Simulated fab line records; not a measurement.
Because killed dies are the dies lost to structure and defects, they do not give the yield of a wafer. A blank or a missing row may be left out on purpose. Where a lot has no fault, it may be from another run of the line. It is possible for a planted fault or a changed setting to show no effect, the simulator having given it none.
fab line records    flow sky130
record lots=6  wafers=18  last_day=50
route steps=708 shown LI_CONTACT@371
lots that met no fault: taken from a fault-free run of the same line
start_h: hours from the record's opening day to when the first of the lot's shown wafers began    wait_h: hours from the lot's prior step to this one    " the same as in the row above    L1.1+2: one row covering several wafers at once    - value missing, or start not given    * or withheld: withheld    < > ~ a bound
route shown NAME@n: names a module that has steps shown in the file, with the first one's number in the route    usual: mean and standard deviation over wafers with no fault    same: alike in all rows    chamber/n: place in a boat    sites: the reading at each site    _std_site: the values' standard deviation    _edge_site: the outer-site mean with the inner-site mean subtracted    radius_mm: how far each site lies from the wafer's centre    mask NAME#n: copy n    behind: the tool/chamber that last shaped the wafer    hold: what put the lot on hold/how long, in hours/how the hold closed    device: transistor that didn't switch, given as n, p or np    end of line: tests run on the same wafers once the route is complete    where a step has no rows: the recipe by itself    killed: not the wafer's yield, but the dies lost to structure and defects at the first sort    map: a wafer's dies, x killed, . not, _ none there
set.NAME: the setting the step ran with; set.NAME@STEP: the setting that earlier step ran with    model.NAME: the simulator's own value behind a step, which no gauge read
lots at selected steps of the route; one table per step, one row per wafer
services: the hour from which a tool's chamber was out of use, counted from the record's first day as start_h (under 0 if before that day), plus the number of hours and why
## steps
# step SKY_LI_CONTACT_EXPOSE_09
# recipe mask_id=LICM1  na=0.8  source_shape=annular  sigma_inner=0.55  sigma_outer=0.85  target_cd_nm=170  dose_mj=38
# step SKY_LI_CONTACT_PEB_10
# recipe peb_temp_c=withheld  peb_time_s=withheld  resist=KrF-thick
# step SKY_LI_CONTACT_DEVELOP_11
# recipe develop_time_s=60  resist=KrF-thick  dev_temp_c=21
# step SKY_LI_CONTACT_CD_MEAS_12
# recipe target_cd_nm=170
# usual cd_nm=169.6/1.7
lot.wafer  tool       chamber  start_h  wait_h  cd_nm
L943.4     cd_sem-02  -        700.39   -       171.9
L943.5     "          -        "        "       171.2
L943.6     "          -        "        "       170.7
L946.2     cd_sem-02  -        729.20   -       169.3
L946.4     "          -        "        "       171.0
L946.6     "          -        "        "       170.8
L954.1     cd_sem-01  -        784.48   -       171.6
L954.2     "          -        "        "       171.3
L954.3     "          -        "        "       171.1
L955.1     cd_sem-01  -        789.00   -       166.1
L955.4     "          -        "        "       166.6
L955.5     "          -        "        "       167.1
L962.1     cd_sem-02  -        842.43   -       169.1
L962.4     "          -        "        "       171.1
L962.5     "          -        "        "       169.9
L963.1     cd_sem-02  -        854.08   -       169.4
L963.3     "          -        "        "       168.8
L963.5     "          -        "        "       168.8
# step SKY_LI_CONTACT_OVL_MEAS_13
# usual LI_CONTACT_OVL=0/5.6
lot.wafer  tool        chamber  start_h  wait_h  LI_CONTACT_OVL[nm]
L943.4     overlay-02  -        700.47   0.1     -12
L943.5     "           -        "        "       -7
L943.6     "           -        "        "       -3
L946.2     overlay-02  -        729.31   0.1     0
L946.4     "           -        "        "       2
L946.6     "           -        "        "       3
L954.1     overlay-02  -        784.60   0.1     6
L954.2     "           -        "        "       0
L954.3     "           -        "        "       1
L955.1     overlay-01  -        789.12   0.1     5
L955.4     "           -        "        "       4
L955.5     "           -        "        "       -2
L962.1     overlay-02  -        842.55   0.1     -7
L962.4     "           -        "        "       -2
L962.5     "           -        "        "       -3
L963.1     overlay-01  -        854.20   0.1     -4
L963.3     "           -        "        "       3
L963.5     "           -        "        "       1
# step SKY_LI_CONTACT_ETCH_14
# recipe chemistry=N2/H2  target=BARC  ion_energy_ev=200  source_w=500  bias_w=100  pressure_mtorr=30  n2_flow_sccm=100  h2_flow_sccm=200  stop_on=SiO2  time_s=45.9  target_depth_a=600
# usual drypump_motor_current_A=5.7/0.59  oes_product_au=0.854/0.0047  throttle_valve_pct=13.225/0.009
lot.wafer  tool         chamber  start_h  wait_h  drypump_motor_current_A  oes_product_au  rf_hours_counter_h  throttle_valve_pct
L943.4     rie_diel-03  2        700.49   0.0     5.7                      0.849           15                  13.236
L943.5     "            2        "        "       5.7                      0.851           -                   13.215
L943.6     "            1        "        "       4.9                      0.853           -                   13.225
L946.2     rie_diel-02  3        729.34   0.0     5.6                      0.856           1                   13.223
L946.4     "            1        "        "       5.9                      0.853           0                   13.209
L946.6     "            3        "        "       5.6                      0.852           -                   13.225
L954.1     rie_diel-03  0        784.64   0.0     6.3                      0.856           1                   13.235
L954.2     "            1        "        "       4.9                      0.855           4                   13.222
L954.3     "            3        "        "       6.6                      0.854           16                  13.217
L955.1     rie_diel-04  1        789.16   0.0     4.9                      0.854           10                  13.215
L955.4     "            2        "        "       6.2                      0.854           11                  13.232
L955.5     "            1        "        "       4.9                      0.855           -                   13.222
L962.1     rie_diel-04  0        842.58   0.0     5.3                      0.858           3                   13.222
L962.4     "            2        "        "       6.2                      0.855           13                  13.225
L962.5     "            1        "        "       4.9                      0.855           -                   13.223
L963.1     rie_diel-02  3        854.24   0.0     5.6                      0.865           5                   13.233
L963.3     "            2        "        "       5.9                      0.848           18                  13.198
L963.5     "            3        "        "       5.6                      0.857           -                   13.244
# step SKY_LI_CONTACT_ETCH_15
# recipe target=PSG  chemistry=C4F8/O2/Ar  stop_on=Si  taper_deg=4.15  mask_material=KrF-thick  source_w=1500  bias_w=1200  pressure_mtorr=40  c4f8_flow_sccm=withheld  O2_flow_sccm=6  Ar_flow_sccm=300  time_s=withheld  target_depth_a=6000
# usual oes_product_au=0.837/0.0045
lot.wafer  tool         chamber  start_h  wait_h  oes_product_au
L943.4     rie_diel-03  2        700.53   0.0     0.835
L943.5     "            2        "        "       0.838
L943.6     "            1        "        "       0.833
L946.2     rie_diel-02  3        729.38   0.0     0.840
L946.4     "            1        "        "       0.828
L946.6     "            3        "        "       0.830
L954.1     rie_diel-03  0        784.68   0.0     0.846
L954.2     "            1        "        "       0.844
L954.3     "            3        "        "       0.840
L955.1     rie_diel-04  1        789.20   0.0     0.837
L955.4     "            2        "        "       0.837
L955.5     "            1        "        "       0.833
L962.1     rie_diel-04  0        842.63   0.0     0.830
L962.4     "            2        "        "       0.837
L962.5     "            1        "        "       0.841
L963.1     rie_diel-02  3        854.28   0.0     0.833
L963.3     "            2        "        "       0.844
L963.5     "            3        "        "       0.842
# step SKY_LI_CONTACT_STRIP_16
# recipe chemistry=O2/N2  power_w=1400  pressure_mtorr=1500  platen_temp_c=withheld  o2_flow_sccm=3000  n2_flow_sccm=300  overash_fraction=0.5
# usual drypump_motor_current_A=5.64/0.24  oes_product_au=0.376/0.0045  strip_time_to_endpoint_s=3.51/0.041
lot.wafer  tool             chamber  start_h  wait_h  drypump_motor_current_A  oes_product_au  rf_hours_counter_h  strip_time_to_endpoint_s
L943.4     plasma_asher-04  0        700.65   -       6.09                     0.379           -                   3.55
L943.5     "                0        "        "       6.08                     0.378           -                   3.57
L943.6     "                1        "        "       5.71                     0.376           -                   3.47
L946.2     plasma_asher-02  1        729.46   -       5.73                     0.375           92                  3.42
L946.4     "                1        "        "       5.70                     0.372           -                   3.51
L946.6     "                0        "        "       5.37                     0.381           -                   3.43
L954.1     plasma_asher-02  1        784.77   -       5.70                     0.381           98                  3.50
L954.2     "                0        "        "       5.41                     0.373           98                  3.46
L954.3     "                0        "        "       5.38                     0.387           -                   3.51
L955.1     plasma_asher-04  0        789.28   -       6.07                     0.372           65                  3.48
L955.4     "                1        "        "       5.76                     0.373           -                   3.49
L955.5     "                1        "        "       5.72                     0.380           -                   3.51
L962.1     plasma_asher-02  0        842.71   -       5.37                     0.382           104                 3.57
L962.4     "                1        "        "       5.70                     0.372           -                   3.49
L962.5     "                0        "        "       5.35                     0.374           -                   3.50
L963.1     plasma_asher-01  1        854.36   -       5.37                     0.377           11                  3.50
L963.3     "                1        "        "       5.36                     0.374           -                   3.52
L963.5     "                1        "        "       5.36                     0.383           -                   3.51
# step SKY_LI_CONTACT_CLEAN_17
# recipe chemistry=NMP  time_s=600  temp_c=60  dry=n2_spin
# step SKY_LI_CONTACT_PRE_CLEAN_18
# recipe gas=Ar  time_s=5.6  bias_v=358
# step SKY_LI_CONTACT_SPUTTER_19
# recipe material=Ti  target_thk_nm=20  chamber_pressure_pa=5  power_w=2500  substrate_temp_c=200  time_s=106.37
# usual substrate_temp_c=200.02/0.18  throttle_valve_pct=30.4/0.72
lot.wafer  tool            chamber  start_h  wait_h  substrate_temp_c  throttle_valve_pct
L943.4     pvd_sputter-03  -        700.91   0.0     199.94            31.0
L943.5     "               -        "        "       199.83            30.4
L943.6     "               -        "        "       200.11            31.1
L946.2     pvd_sputter-01  -        729.76   0.0     199.90            29.8
L946.4     "               -        "        "       199.64            31.6
L946.6     "               -        "        "       199.98            30.6
L954.1     pvd_sputter-02  -        785.06   0.0     199.96            29.9
L954.2     "               -        "        "       200.09            31.6
L954.3     "               -        "        "       199.99            30.0
L955.1     pvd_sputter-01  -        789.59   0.0     199.76            30.4
L955.4     "               -        "        "       200.18            31.6
L955.5     "               -        "        "       199.81            30.4
L962.1     pvd_sputter-01  -        843.01   0.0     200.32            31.7
L962.4     "               -        "        "       200.08            30.2
L962.5     "               -        "        "       200.23            30.0
L963.1     pvd_sputter-01  -        854.66   0.0     199.88            29.7
L963.3     "               -        "        "       200.14            30.0
L963.5     "               -        "        "       200.09            30.3
# step SKY_LI_CONTACT_SPUTTER_20
# recipe material=TiN  target_thk_nm=20  chamber_pressure_pa=5  power_w=4000  time_s=80
# step SKY_LI_CONTACT_CVD_21
# recipe material=W  target_thk_nm=400  time_s=120.56  temp_c=400  pressure_torr=40
# usual chamber_pressure_Torr=39.99/0.079  heater_power_w=801/110
lot.wafer  tool      chamber  start_h  wait_h  chamber_pressure_Torr  heater_power_w  model.W_of_LI_CONTACT_CVD_21.thk_nm
L943.4     cvd_w-02  1        701.09   0.1     39.96                  894             397.5
L943.5     "         1        "        "       39.98                  899             406.3
L943.6     "         0        "        "       39.91                  944             398.7
L946.2     cvd_w-01  0        729.89   0.0     40.01                  686             402.7
L946.4     "         1        "        "       40.05                  724             408.2
L946.6     "         1        "        "       39.89                  720             404.9
L954.1     cvd_w-01  0        785.20   0.0     36.60                  693             374
L954.2     "         1        "        "       36.65                  718             384.5
L954.3     "         0        "        "       36.58                  689             374.8
L955.1     cvd_w-01  1        789.73   0.0     36.66                  728             389.4
L955.4     "         0        "        "       36.60                  678             378.5
L955.5     "         1        "        "       36.73                  700             384.9
L962.1     cvd_w-02  1        843.14   0.0     39.94                  916             400
L962.4     "         1        "        "       40.01                  903             400.7
L962.5     "         1        "        "       39.91                  947             401.3
L963.1     cvd_w-02  0        854.79   0.0     40.00                  960             405.1
L963.3     "         1        "        "       40.01                  916             399.8
L963.5     "         0        "        "       40.01                  928             406.8
# step SKY_LI_CONTACT_RS_MEAS_22
# recipe thk_meas_gauge=four-point-probe  reads=W_of_LI_CONTACT_CVD_21+TiN_of_LI_CONTACT_SPUTTER_20+Ti_of_LI_CONTACT_SPUTTER_19
# usual LI_CONTACT_W_RS=0.284/0.0031
lot.wafer  tool           chamber  start_h  wait_h  LI_CONTACT_W_RS[ohm/sq]
L943.4     film_metro-04  -        701.23   0.1     0.286
L943.5     "              -        "        "       0.280
L943.6     "              -        "        "       0.285
L946.2     film_metro-03  -        730.04   0.1     0.283
L946.4     "              -        "        "       0.280
L946.6     "              -        "        "       0.281
L954.1     film_metro-04  -        785.32   0.1     0.305
L954.2     "              -        "        "       0.297
L954.3     "              -        "        "       0.305
L955.1     film_metro-03  -        789.86   0.1     0.292
L955.4     "              -        "        "       0.301
L955.5     "              -        "        "       0.296
L962.1     film_metro-02  -        843.39   0.2     0.284
L962.4     "              -        "        "       0.284
L962.5     "              -        "        "       0.283
L963.1     film_metro-02  -        854.92   0.1     0.281
L963.3     "              -        "        "       0.285
L963.5     "              -        "        "       0.279
# step SKY_LI_CONTACT_THK_MEAS_23
# recipe thk_meas_gauge=xrf  reads=W_of_LI_CONTACT_CVD_21
# usual LI_CONTACT_W_THK=414/5.7
lot.wafer  tool           chamber  start_h  wait_h  LI_CONTACT_W_THK[nm]
L943.4     film_metro-04  -        701.32   0.1     412
L943.5     "              -        "        "       417
L943.6     "              -        "        "       413
L946.2     film_metro-03  -        730.15   0.1     412
L946.4     "              -        "        "       415
L946.6     "              -        "        "       412
L954.1     film_metro-04  -        785.44   0.1     385
L954.2     "              -        "        "       397
L954.3     "              -        "        "       387
L955.1     film_metro-03  -        789.98   0.1     391
L955.4     "              -        "        "       384
L955.5     "              -        "        "       388
L962.1     film_metro-02  -        843.51   0.1     417
L962.4     "              -        "        "       416
L962.5     "              -        "        "       419
L963.1     film_metro-02  -        855.04   0.1     422
L963.3     "              -        "        "       418
L963.5     "              -        "        "       425
# step SKY_LI_CONTACT_CMP_24
# recipe stop_on=PSG  t_overpolish_s=20  down_force_psi=3.5  platen_rpm=60  target_thk_nm=0  pad_velocity_m_s=0.94248
# usual motor_current_A=10.7/0.84  overpolish_run_s=20.001/0.0088  platen_rpm=60.00/0.037  time_to_endpoint_s=99/4.3
lot.wafer  tool    chamber  start_h  wait_h  motor_current_A  overpolish_run_s  platen_rpm  time_to_endpoint_s
L943.4     cmp-01  1        701.45   0.1     12.0             20.001            60.07       97
L943.5     "       3        "        "       10.0             19.987            60.08       97
L943.6     "       0        "        "       10.9             20.001            60.03       88
L946.4     cmp-01  2        730.30   0.1     10.8             19.988            60.03       102
L946.2     "       3        "        "       9.7              20.005            60.03       102
L946.6     "       1        "        "       12.0             20.000            60.01       100
L954.1     cmp-01  3        785.50   0.1     9.4              20.010            59.98       89
L954.3     "       0        "        "       10.4             19.990            59.99       84
L954.2     "       1        "        "       12.1             19.990            59.98       94
L955.1     cmp-01  2        790.09   0.1     10.2             20.005            59.99       96
L955.4     "       0        "        "       10.7             20.000            59.94       84
L955.5     "       2        "        "       10.4             20.006            60.01       95
L962.4     cmp-01  3        843.57   0.0     10.0             19.994            59.93       97
L962.1     "       2        "        "       10.6             19.996            59.91       102
L962.5     "       0        "        "       10.3             20.006            59.98       93
L963.3     cmp-01  3        855.10   0.0     9.6              19.996            59.98       95
L963.1     "       1        "        "       12.2             20.027            60.05       101
L963.5     "       3        "        "       9.8              20.005            60.02       101
## services
tool             chamber  start_h  hours  kind
rie_diel-04      -        688.44   0.2    repair
pvd_sputter-03   -        693.99   0.9    repair
pvd_sputter-01   -        708.84   4.2    repair
cmp-01           -        726.71   1.6    repair
plasma_asher-01  -        733.75   9.0    pm
cmp-01           -        744.22   4.0    pm
pvd_sputter-03   -        747.19   1.1    repair
cmp-01           -        748.22   -      consumable_replace:conditioner
cmp-01           -        748.22   -      consumable_replace:pad
rie_diel-04      -        762.73   2.8    pm
plasma_asher-01  -        770.12   3.0    repair
rie_diel-03      2        780.68   25.0   repair
rie_diel-03      -        785.31   0.6    repair
rie_diel-02      -        795.97   15.6   pm
cmp-01           -        801.17   1.3    repair
pvd_sputter-02   -        809.80   2.2    repair
pvd_sputter-03   -        810.95   59.8   repair
pvd_sputter-03   -        814.59   5.3    repair
rie_diel-02      1        826.03   12.6   repair
pvd_sputter-03   -        826.66   2.2    repair
cvd_w-02         0        835.48   8.7    repair
pvd_sputter-02   -        839.16   3.3    repair
cvd_w-01         1        841.55   14.7   repair
plasma_asher-01  -        842.92   1.7    repair
## key
first_sign step=SKY_LI_CONTACT_CVD_21  reading=chamber_pressure_Torr  direction=down  sigmas=42  usual=39.99  struck=36.64
effect step=SKY_LI_CONTACT_RS_MEAS_22  reading=LI_CONTACT_W_RS  direction=up  sigmas=5  usual=0.284  struck=0.299
effect step=SKY_LI_CONTACT_THK_MEAS_23  reading=LI_CONTACT_W_THK  direction=down  sigmas=4.5  usual=414  struck=389
model_effect step=SKY_LI_CONTACT_CVD_21  value=W_of_LI_CONTACT_CVD_21.thk_nm  without=398.1  struck=381
met_at SKY_LI_CONTACT_CVD_21
struck_wafers L954.1,L954.2,L954.3,L955.1,L955.4,L955.5
tester_left_out L954,L955
onset_between 729.89 785.20
fault kind=process_parameter_drift  tool=cvd_w-01  chamber=-  onset_h=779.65  steps=SKY_LI_CONTACT_CVD_21  channel=pressure_torr  offset=-3.3508  shape=step  end_h=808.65  acts_in=these_recipes_only  stated=40
# tester_left_out: of these lots the tester's yield and bins aren't shown, on N5 and GAA mostly nor the transistor test; their killed dies are dies lost to structure and defects alone, not to doping, threshold or leakage, so they don't give the yield
